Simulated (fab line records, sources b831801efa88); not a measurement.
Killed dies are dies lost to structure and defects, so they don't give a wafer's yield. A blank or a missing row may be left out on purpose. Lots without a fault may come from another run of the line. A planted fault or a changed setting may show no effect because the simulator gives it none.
Which tool did it? | flow sky130 | 11 lots, 32 wafers sampled, at 6 steps of a route of 708

WHAT THE GAUGES READ, wafer by wafer
SKY_PWDE_TW_MEAS_10. Usual: PWDE_TW 372.0, standard deviation 2.5.
lot  | measured    | on            | PWDE_TW           | flag
L790 | day 3 18:53 | film_metro-04 | 374.6 374.0 375.4 |
L792 | day 4 12:16 | film_metro-03 | 370.1 371.9 370.1 |
L793 | day 4 16:46 | film_metro-02 | 368.7 370.0 368.9 |
L794 | day 4 23:05 | film_metro-04 | 376.3 376.9 376.6 |
L796 | day 5 08:55 | film_metro-02 | 369.2 370.1 369.6 |
L797 | day 5 11:50 | film_metro-04 | 373.7 371.5 372.8 |
L798 | day 5 18:32 | film_metro-03 | 371.5 395.3       | OFF
L802 | day 6 15:47 | film_metro-03 | 373.9 400.2 371.6 | OFF
L811 | day 8 19:32 | film_metro-02 | 367.3 368.0 366.8 |
L812 | day 8 21:56 | film_metro-02 | 370.7 369.1 367.9 |
L813 | day 9 06:20 | film_metro-03 | 372.3 370.5 373.4 |

SKY_NWELL_TW_MEAS_26. Usual: NWELL_2_TW 494.9, standard deviation 2.9.
lot  | measured     | on            | NWELL_2_TW        | flag
L790 | day 5 04:49  | film_metro-04 | 495.6 494.1 494.8 |
L792 | day 6 01:02  | film_metro-03 | 495.2 495.2 495.7 |
L793 | day 6 05:17  | film_metro-03 | 494.9 497.6 494.0 |
L794 | day 6 13:03  | film_metro-04 | 496.7 497.2 497.6 |
L796 | day 6 22:23  | film_metro-03 | 497.3 493.9 496.6 |
L797 | day 7 01:50  | film_metro-02 | 495.7 489.4 492.5 |
L798 | day 7 10:08  | film_metro-04 | 497.4 494.7       |
L802 | day 8 08:38  | film_metro-04 | 500.3 501.7 501.0 |
L811 | day 10 14:58 | film_metro-03 | 493.2 494.4 496.2 |
L812 | day 10 17:38 | film_metro-02 | 491.4 491.1 493.0 |
L813 | day 11 02:40 | film_metro-03 | 497.9 498.5 496.1 |

SKY_NWELL_RS_MEAS_31: measures by four-point-probe. Usual: PWDE_RS 5280 ohm/sq, standard deviation 18.
lot  | measured     | on            | PWDE_RS (ohm/sq) | flag
L790 | day 5 05:16  | film_metro-03 | 5269 5271 5277   |
L792 | day 6 01:29  | film_metro-03 | 5302 5288 5297   |
L793 | day 6 05:45  | film_metro-04 | 5265 5275 5253   |
L794 | day 6 13:31  | film_metro-02 | 5295 5284 5289   |
L796 | day 6 22:50  | film_metro-04 | 5310 5283 5291   |
L797 | day 7 02:17  | film_metro-04 | 5288 5269 5270   |
L798 | day 7 10:35  | film_metro-04 | 5277 4437        | OFF
L802 | day 8 09:05  | film_metro-02 | 5276 4442 5272   | OFF
L811 | day 10 15:25 | film_metro-04 | 5267 5272 5269   |
L812 | day 10 18:05 | film_metro-02 | 5259 5276 5264   |
L813 | day 11 03:07 | film_metro-02 | 5298 5280 5261   |

WHICH TOOL RAN EACH LOT (tool, then ch and the chambers of the sampled wafers, then the start)
lot  | SKY_FIELD_ISO_ETCH_14             | SKY_DNWELL_STRIP_08                 | SKY_PWDE_IMPLANT_08
L790 | rie_diel-02 ch 0,1,3, day 2 04:34 | plasma_asher-04 ch 0,1, day 3 02:44 | implanter-03 ch 0, day 3 18:38
L792 | rie_diel-01 ch 1,2,3, day 2 18:13 | plasma_asher-04 ch 0,1, day 3 19:40 | implanter-03 ch 0, day 4 12:01
L793 | rie_diel-04 ch 0,1,2, day 2 20:43 | plasma_asher-01 ch 1, day 3 23:13   | implanter-02 ch 0, day 4 16:32
L794 | rie_diel-02 ch 0,2, day 3 01:28   | plasma_asher-03 ch 0,1, day 4 05:43 | implanter-03 ch 0, day 4 22:52
L796 | rie_diel-02 ch 1,2,3, day 3 11:40 | plasma_asher-04 ch 0,1, day 4 15:37 | implanter-01 ch 0, day 5 08:40
L797 | rie_diel-01 ch 0,3, day 3 16:19   | plasma_asher-03 ch 0,1, day 4 18:11 | implanter-02 ch 0, day 5 11:35
L798 | rie_diel-02 ch 0,2, day 4 00:10   | plasma_asher-01 ch 1, day 5 00:11   | implanter-02 ch 0, day 5 18:17
L802 | rie_diel-04 ch 0,3, day 4 19:28   | plasma_asher-01 ch 0,1, day 5 20:06 | implanter-02 ch 0, day 6 15:32
L811 | rie_diel-02 ch 0,1, day 6 19:19   | plasma_asher-04 ch 0,1, day 7 21:52 | implanter-01 ch 0, day 8 19:17
L812 | rie_diel-04 ch 0,1,3, day 6 22:58 | plasma_asher-03 ch 0,1, day 8 00:47 | implanter-03 ch 0, day 8 21:41
L813 | rie_diel-01 ch 0,1,3, day 7 05:01 | plasma_asher-03 ch 0,1, day 8 08:19 | implanter-01 ch 0, day 9 06:05
- SKY_FIELD_ISO_ETCH_14: etches BARC in N2/H2, stops on SiO2, time 45.9 s, target depth 60 nm.
- SKY_DNWELL_STRIP_08: strips in O2/N2.
- SKY_PWDE_IMPLANT_08

WHAT THE TOOLS THEMSELVES READ (means of the sampled wafers that have a number; where no wafer has one, the mark that the record gives instead)
SKY_FIELD_ISO_ETCH_14. Usual: bias_w 99.97 W, standard deviation 0.27; drypump_motor_current_A 5.7 A, standard deviation 0.33; oes_product_au 0.854 a.u., standard deviation 0.0049; throttle_valve_pct 13.225 %, standard deviation 0.0088.
lot  | tool        | bias_w (W) | drypump_motor_current_A (A) | oes_product_au (a.u.) | throttle_valve_pct (%) | flag
L790 | rie_diel-02 | 99.77      | 5.6                         | 0.854                 | 13.223                 |
L792 | rie_diel-01 | 100.05     | 5.7                         | 0.855                 | 13.224                 |
L793 | rie_diel-04 | 99.95      | 6.2                         | 0.854                 | 13.223                 |
L794 | rie_diel-02 | 99.91      | 5.4                         | 0.852                 | 13.218                 |
L796 | rie_diel-02 | 99.87      | 5.3                         | 0.852                 | 13.231                 |
L797 | rie_diel-01 | 99.93      | 5.8                         | 0.851                 | 13.226                 |
L798 | rie_diel-02 | 99.94      | 5.5                         | 0.851                 | 13.223                 |
L802 | rie_diel-04 | 99.94      | 5.9                         | 0.858                 | 13.237                 |
L811 | rie_diel-02 | 100.01     | 5.8                         | 0.858                 | 13.227                 |
L812 | rie_diel-04 | 99.93      | 6.1                         | 0.849                 | 13.228                 |
L813 | rie_diel-01 | 100.25     | 5.7                         | 0.849                 | 13.219                 |

SKY_DNWELL_STRIP_08. Usual: drypump_motor_current_A 5.5 A, standard deviation 0.36; oes_product_au 0.722 a.u., standard deviation 0.004; strip_time_to_endpoint_s 36.86 s, standard deviation 0.12.
lot  | tool            | drypump_motor_current_A (A) | oes_product_au (a.u.) | strip_time_to_endpoint_s (s) | flag
L790 | plasma_asher-04 | 5.8                         | 0.726                 | 36.91                        |
L792 | plasma_asher-04 | 6.0                         | 0.722                 | 36.80                        |
L793 | plasma_asher-01 | 5.6                         | 0.722                 | 36.84                        |
L794 | plasma_asher-03 | 5.1                         | 0.721                 | 36.83                        |
L796 | plasma_asher-04 | 6.0                         | 0.718                 | 36.97                        |
L797 | plasma_asher-03 | 5.3                         | 0.720                 | 36.87                        |
L798 | plasma_asher-01 | 5.6                         | 0.722                 | 36.70                        |
L802 | plasma_asher-01 | 5.4                         | 0.720                 | 36.79                        |
L811 | plasma_asher-04 | 5.8                         | 0.721                 | 36.67                        |
L812 | plasma_asher-03 | 5.3                         | 0.722                 | 37.02                        |
L813 | plasma_asher-03 | 5.1                         | 0.719                 | 36.67                        |

SKY_PWDE_IMPLANT_08. Usual: beam_on_s 10.01 s, standard deviation 0.23; faraday_current_uA 20.3, standard deviation 0.46.
lot  | tool         | beam_on_s (s) | faraday_current_uA | flag
L790 | implanter-03 | 10.07         | 20.1               |
L792 | implanter-03 | 10.20         | 20.0               |
L793 | implanter-02 | 10.05         | 20.3               |
L794 | implanter-03 | 10.03         | 20.3               |
L796 | implanter-01 | 10.05         | 20.2               |
L797 | implanter-02 | 9.97          | 20.3               |
L798 | implanter-02 | 11.68         | 17.6               | OFF
L802 | implanter-02 | 10.87         | 19.0               | OFF
L811 | implanter-01 | 9.86          | 20.6               |
L812 | implanter-03 | 10.20         | 19.9               |
L813 | implanter-01 | 10.01         | 20.3               |

THE ANSWER, worked out from the rows above alone
Rule: a lot is off if the mean of its wafers that have a number lies more than 3 standard deviations from the usual mean. A lot without any number at a reading at which 4 lots or more have one is off too. The other lots that the step has rows for count as sound. The gauges are gone through in route order, then the tools' own readings, and for those a lot's mean is taken as printed above. The first step at which some lot is off is used, and at that step the reading that is off furthest; a lot without a number counts as furthest.
Off: L798, L802, at SKY_PWDE_TW_MEAS_10 (PWDE_TW).
A tool fits if, at a process step before that reading, it ran every lot that is off, and no sound lot after the first of them. The gauges at SKY_PWDE_TW_MEAS_10 aren't tried: what is off there is off at SKY_NWELL_RS_MEAS_31 too, on other tools, and a gauge's error can't cause that. Can't be told from this: 2 tools fit, plasma_asher-01 at SKY_DNWELL_STRIP_08, implanter-02 at SKY_PWDE_IMPLANT_08.

WHAT THE SIMULATOR HAD PUT IN
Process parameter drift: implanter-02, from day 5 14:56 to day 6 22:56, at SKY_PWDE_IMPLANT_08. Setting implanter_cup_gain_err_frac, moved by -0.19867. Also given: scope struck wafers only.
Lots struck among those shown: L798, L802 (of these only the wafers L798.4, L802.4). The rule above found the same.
